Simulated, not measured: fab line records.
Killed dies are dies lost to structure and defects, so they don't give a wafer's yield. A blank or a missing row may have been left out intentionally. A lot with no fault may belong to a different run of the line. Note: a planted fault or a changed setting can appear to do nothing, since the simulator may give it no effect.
Chamber matching	flow gf180mcu	GF_CONTACT_ETCH_17 on rieDiel-02: 4 sister chambers
The step etches SiO2 in C4F8/O2/Ar, stops on CoSi2, target depth 860 nm. 8 wafers are shown with their chamber, then 7 later ones without.

WAFERS PAIRED WITH THEIR CHAMBERS
wafer	chamber	oesProductAu (a.u.)
L652.4	1	0.804
L655.3	1	0.819
L662.3	3	0.816
L662.4	3	0.808
L663.4	0	0.813
L663.5	2	0.814
L664.1	0	0.817
L664.3	2	0.810

WAFERS WITHOUT THEIR CHAMBER
wafer	oesProductAu (a.u.)
L664.4	0.818
L669.1	0.809
L669.3	0.808
L669.5	0.817
L671.1	0.811
L671.2	0.815
L671.4	0.813

EACH ONE'S CHAMBER
wafer	from the rows above	in truth
L664.4	can't be placed: 0 or 2 or 3 or 1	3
L669.1	can't be placed: 1 or 2 or 3 or 0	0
L669.3	can't be placed: 1 or 2 or 3 or 0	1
L669.5	can't be placed: 0 or 2 or 3 or 1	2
L671.1	can't be placed: 1 or 2 or 3 or 0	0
L671.2	can't be placed: 0 or 2 or 3 or 1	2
L671.4	can't be placed: 2 or 3 or 1 or 0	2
0 of 7 placed correctly. From these rows, 7 cannot be placed; in 7 the true chamber is one of the candidates. Wrongly placed: 0.
How it was worked out, from the rows above alone: a wafer's distance from a chamber is the root of the sum, over the readings, of the square of ((its reading less the chamber's mean) divided by the reading's scatter). The wafer belongs to the nearest chamber; if the next one is less than 2 further off, it can't be placed. The mean given for a chamber averages the wafers shown for that chamber. The scatter is the square root of a quotient: the sum, over the shown wafers, of each reading's squared deviation from its chamber's mean, divided by wafers minus chambers.
